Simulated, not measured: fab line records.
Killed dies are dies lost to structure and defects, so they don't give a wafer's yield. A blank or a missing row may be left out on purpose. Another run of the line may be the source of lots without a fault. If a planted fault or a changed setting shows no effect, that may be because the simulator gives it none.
Which tool is to blame?    flow gf180mcu    24 lots with 72 wafers sampled at 6 steps, on a route of 602 steps

## WHAT THE GAUGES SHOWED, per wafer
GF_VT_IMPLANT_TW_MEAS_43. Usual: for VT_IMPLANT_4_TW the level is 693 and the standard deviation is 3.5.
lot   measured      on             VT_IMPLANT_4_TW  flag
L074  day 7 11:47   film metro-02  691 693 695      
L075  day 7 18:34   film metro-02  694 694 694      
L076  day 8 01:41   film metro-02  687 692 694      
L077  day 8 09:30   film metro-04  691 693 691      
L078  day 8 17:43   film metro-01  691 693 689      
L079  day 8 23:15   film metro-02  694 693 694      
L080  day 9 07:13   film metro-02  695 700 700      
L081  day 9 12:34   film metro-02  692 697 701      
L082  day 9 20:13   film metro-01  696 693 693      
L083  day 10 02:26  film metro-02  694 698 693      
L084  day 10 11:10  film metro-02  689 693 694      
L085  day 10 14:46  film metro-01  695 696 697      
L086  day 10 22:49  film metro-01  698 695 695      
L087  day 11 04:52  film metro-01  698 695 698      
L088  day 11 10:35  film metro-02  694 688 693      
L089  day 11 18:47  film metro-01  697 694 694      
L090  day 12 02:11  film metro-02  688 685 687      
L091  day 12 07:07  film metro-02  689 692 688      
L092  day 12 15:16  film metro-02  693 688 691      
L093  day 12 20:11  film metro-01  702 695 699      
L094  day 13 03:55  film metro-01  694 693 695      
L095  day 13 11:44  film metro-02  690 691 687      
L096  day 13 19:20  film metro-01  690 696 693      
L097  day 13 22:25  film metro-04  689 684 689      

GF_HV_LDD_THK_MEAS_55. Usual: for HV_LDD_CVD_54_THK the level is 10.00 nm and the standard deviation is 0.16.
lot   measured      on             HV_LDD_CVD_54_THK (nm)  flag
L074  day 12 09:41  film metro-01  9.99 9.94 9.91          
L075  day 12 16:02  film metro-04  9.82 9.81 9.90          
L076  day 13 01:46  film metro-04  9.88 9.84 9.98          
L077  day 13 10:47  film metro-01  10.01 10.15 10.06       
L078  day 13 18:28  film metro-01  10.10 10.14 10.06       
L079  day 14 04:57  film metro-04  9.99 10.08 10.02        
L080  day 14 13:59  film metro-01  9.70 9.65 9.71          
L081  day 14 22:35  film metro-04  10.04 9.85 9.94         
L082  day 15 05:15  film metro-03  9.71 9.74 9.83          
L083  day 15 12:41  film metro-01  10.21 10.18 10.19       
L084  day 15 21:47  film metro-04  9.85 9.97 9.98          
L085  day 16 02:16  film metro-03  9.99 9.99 10.18         
L086  day 16 17:29  film metro-04  10.21 10.10 10.17       
L087  day 16 22:15  film metro-03  9.86 9.89 9.95          
L088  day 17 05:35  film metro-03  9.95 9.86 9.93          
L089  day 17 12:33  film metro-03  10.01 10.14 10.11       
L090  day 17 21:49  film metro-03  9.84 9.96 9.89          
L091  day 18 04:43  film metro-03  10.12 9.89 9.89         
L092  day 18 12:34  film metro-04  10.24 10.50 10.43       
L093  day 18 18:39  film metro-01  10.10 10.18 10.17       
L094  day 19 06:20  film metro-03  10.10 10.04 10.01       
L095  day 19 13:56  film metro-01  9.91 10.01 9.96         
L096  day 19 19:51  film metro-01  9.81 9.88 9.98          
L097  day 20 02:37  film metro-01  10.28 10.24 10.13       

GF_M3_RS_MEAS_05: a four-point-probe measurement. Usual: for M3_ALCU_RS the level is 0.0698 ohm/sq and the standard deviation is 0.00082.
lot   measured      on             M3_ALCU_RS (ohm/sq)   flag
L074  day 20 07:08  film metro-01  0.0702 0.0696 0.0694  
L075  day 20 14:11  film metro-02  0.0684 0.0691 0.0684  
L076  day 21 02:48  film metro-01  0.0703 0.0705 0.0706  
L077  day 21 15:27  film metro-01  0.0684 0.0681 0.0675  
L078  day 21 22:01  film metro-04  0.0701 0.0707 0.0707  
L079  day 22 09:05  film metro-02  0.0689 0.0693 0.0686  
L080  day 22 19:55  film metro-01  0.0691 0.0691 0.0693  
L081  day 23 06:55  film metro-02  0.0706 0.0696 0.0705  
L082  day 23 13:41  film metro-04  0.0704 0.0707 0.0699  
L083  day 23 19:53  film metro-02  0.0696 0.0703 0.0700  
L084  day 24 06:52  film metro-02  0.0696 0.0694 0.0699  
L085  day 24 08:23  film metro-01  0.0709 0.0693 0.0700  
L086  day 25 02:59  film metro-02  0.0697 0.0691 0.0693  
L087  day 25 04:15  film metro-02  0.0696 0.0698 0.0696  
L088  day 25 12:03  film metro-01  0.0703 0.0702 0.0703  
L089  day 25 17:47  film metro-01  0.0699 0.0694 0.0699  
L090  day 26 03:47  film metro-04  0.0706 0.0711 0.0704  
L091  day 26 08:01  film metro-02  0.0694 0.0691 0.0697  
L092  day 26 16:17  film metro-04  0.0711 0.0706 0.0711  
L093  day 26 22:04  film metro-04  0.0701 0.0695 0.0702  
L094  day 27 07:17  film metro-04  0.0684 0.0684 0.0690  
L095  day 27 11:02  film metro-01  0.0699 0.0700 0.0700  
L096  day 27 18:03  film metro-01  0.0700 0.0695 0.0699  
L097  day 28 00:08  film metro-04  0.0713 0.0718 0.0715  

GF_M3_THK_MEAS_06: measures by xrf. Usual: for M3_ALCU_THK the level is 454 nm and the standard deviation is 7.4.
lot   measured      on             M3_ALCU_THK (nm)  flag
L074  day 20 07:16  film metro-01  450 453 457       
L075  day 20 14:19  film metro-02  471 463 468       
L076  day 21 02:55  film metro-01  448 447 447       
L077  day 21 15:34  film metro-01  458 462 466       
L078  day 21 22:08  film metro-04  449 444 445       
L079  day 22 09:11  film metro-02  464 461 465       
L080  day 22 20:02  film metro-01  463 458 460       
L081  day 23 07:02  film metro-02  455 458 452       
L082  day 23 13:48  film metro-04  443 444 448       
L083  day 23 20:00  film metro-02  460 457 456       
L084  day 24 06:59  film metro-02  457 456 454       
L085  day 24 08:31  film metro-01  443 450 447       
L086  day 25 03:07  film metro-02  459 460 462       
L087  day 25 04:22  film metro-02  459 460 460       
L088  day 25 12:10  film metro-01  450 453 452       
L089  day 25 17:53  film metro-01  455 458 455       
L090  day 26 03:55  film metro-04  445 444 448       
L091  day 26 08:08  film metro-02  458 460 460       
L092  day 26 16:24  film metro-04  445 446 443       
L093  day 26 22:11  film metro-04  448 453 447       
L094  day 27 07:24  film metro-04  458 457 452       
L095  day 27 11:08  film metro-01  451 450 452       
L096  day 27 18:10  film metro-01  449 452 450       
L097  day 28 00:15  film metro-04  438 434 437       

## EACH LOT AND THE TOOL THAT RAN IT (in order: tool; ch and the chambers of the sampled wafers; start)
lot   GF_V2_SPUTTER_22              GF_M3_SPUTTER_02
L074  pvd sputter-02, day 20 06:16  pvd sputter-04, day 20 07:03
L075  pvd sputter-04, day 20 13:20  pvd sputter-01, day 20 14:06
L076  pvd sputter-01, day 21 01:56  pvd sputter-01, day 21 02:41
L077  pvd sputter-01, day 21 14:36  pvd sputter-03, day 21 15:22
L078  pvd sputter-02, day 21 21:09  pvd sputter-01, day 21 21:55
L079  pvd sputter-04, day 22 08:11  pvd sputter-03, day 22 08:58
L080  pvd sputter-01, day 22 19:04  pvd sputter-01, day 22 19:49
L081  pvd sputter-01, day 23 06:03  pvd sputter-01, day 23 06:49
L082  pvd sputter-01, day 23 12:50  pvd sputter-01, day 23 13:35
L083  pvd sputter-04, day 23 19:02  pvd sputter-01, day 23 19:47
L084  pvd sputter-01, day 24 06:01  pvd sputter-03, day 24 06:46
L085  pvd sputter-02, day 24 07:32  pvd sputter-01, day 24 08:18
L086  pvd sputter-01, day 25 02:08  pvd sputter-03, day 25 02:54
L087  pvd sputter-01, day 25 03:24  pvd sputter-04, day 25 04:10
L088  pvd sputter-02, day 25 11:11  pvd sputter-03, day 25 11:56
L089  pvd sputter-04, day 25 16:53  pvd sputter-01, day 25 17:39
L090  pvd sputter-01, day 26 02:56  pvd sputter-04, day 26 03:42
L091  pvd sputter-04, day 26 07:10  pvd sputter-01, day 26 07:56
L092  pvd sputter-04, day 26 15:26  pvd sputter-01, day 26 16:11
L093  pvd sputter-04, day 26 21:13  pvd sputter-01, day 26 21:59
L094  pvd sputter-01, day 27 06:26  pvd sputter-04, day 27 07:11
L095  pvd sputter-02, day 27 10:10  pvd sputter-01, day 27 10:55
L096  pvd sputter-02, day 27 17:11  pvd sputter-01, day 27 17:56
L097  pvd sputter-02, day 27 23:16  pvd sputter-01, day 28 00:02
- GF_V2_SPUTTER_22: material TiN, target thk 10 nm, time 40 s.
- GF_M3_SPUTTER_02: material AlCu, target thk 450 nm, time 23.9 s.

## WHAT THE TOOLS THEMSELVES READ (means of the sampled wafers that have a number; where no wafer has one, the mark that the record gives instead)
GF_V2_SPUTTER_22. Usual: throttle valve pct 29.7 %, standard deviation 1.2.
lot   tool            throttle valve pct (%)  flag
L074  pvd sputter-02  29.9                    
L075  pvd sputter-04  29.9                    
L076  pvd sputter-01  28.5                    
L077  pvd sputter-01  29.0                    
L078  pvd sputter-02  30.1                    
L079  pvd sputter-04  28.4                    
L080  pvd sputter-01  28.3                    
L081  pvd sputter-01  30.2                    
L082  pvd sputter-01  29.2                    
L083  pvd sputter-04  29.5                    
L084  pvd sputter-01  30.4                    
L085  pvd sputter-02  30.5                    
L086  pvd sputter-01  30.4                    
L087  pvd sputter-01  29.7                    
L088  pvd sputter-02  30.3                    
L089  pvd sputter-04  29.5                    
L090  pvd sputter-01  29.0                    
L091  pvd sputter-04  29.3                    
L092  pvd sputter-04  29.4                    
L093  pvd sputter-04  29.9                    
L094  pvd sputter-01  30.0                    
L095  pvd sputter-02  30.4                    
L096  pvd sputter-02  29.9                    
L097  pvd sputter-02  29.9                    

GF_M3_SPUTTER_02. Usual: throttle valve pct 29.8 %, standard deviation 1.3.
lot   tool            throttle valve pct (%)  flag
L074  pvd sputter-04  29.5                    
L075  pvd sputter-01  29.9                    
L076  pvd sputter-01  29.8                    
L077  pvd sputter-03  30.7                    
L078  pvd sputter-01  29.9                    
L079  pvd sputter-03  30.5                    
L080  pvd sputter-01  30.0                    
L081  pvd sputter-01  30.2                    
L082  pvd sputter-01  29.4                    
L083  pvd sputter-01  29.0                    
L084  pvd sputter-03  30.2                    
L085  pvd sputter-01  29.4                    
L086  pvd sputter-03  30.5                    
L087  pvd sputter-04  29.8                    
L088  pvd sputter-03  30.3                    
L089  pvd sputter-01  29.0                    
L090  pvd sputter-04  28.6                    
L091  pvd sputter-01  28.9                    
L092  pvd sputter-01  30.0                    
L093  pvd sputter-01  29.1                    
L094  pvd sputter-04  28.9                    
L095  pvd sputter-01  29.9                    
L096  pvd sputter-01  30.0                    
L097  pvd sputter-01  30.5                    

## THE ANSWER, worked out from the rows above alone
Rule: take the mean of a lot's wafers that have a number; if it is more than 3 standard deviations from the usual mean, the lot is off. Also off: a lot with no number at a reading for which 4 or more lots have one. Where the step has rows for the other lots, those lots are counted as sound. The gauges are gone through in route order, then the tools' own readings, and for those a lot's mean is taken as printed above. At the first step where some lot is off, the reading lying furthest off is the one used; lots without a number count as furthest.
None of the lots is off at any reading shown; this tells nothing.

## WHAT THE SIMULATOR HAD INSERTED
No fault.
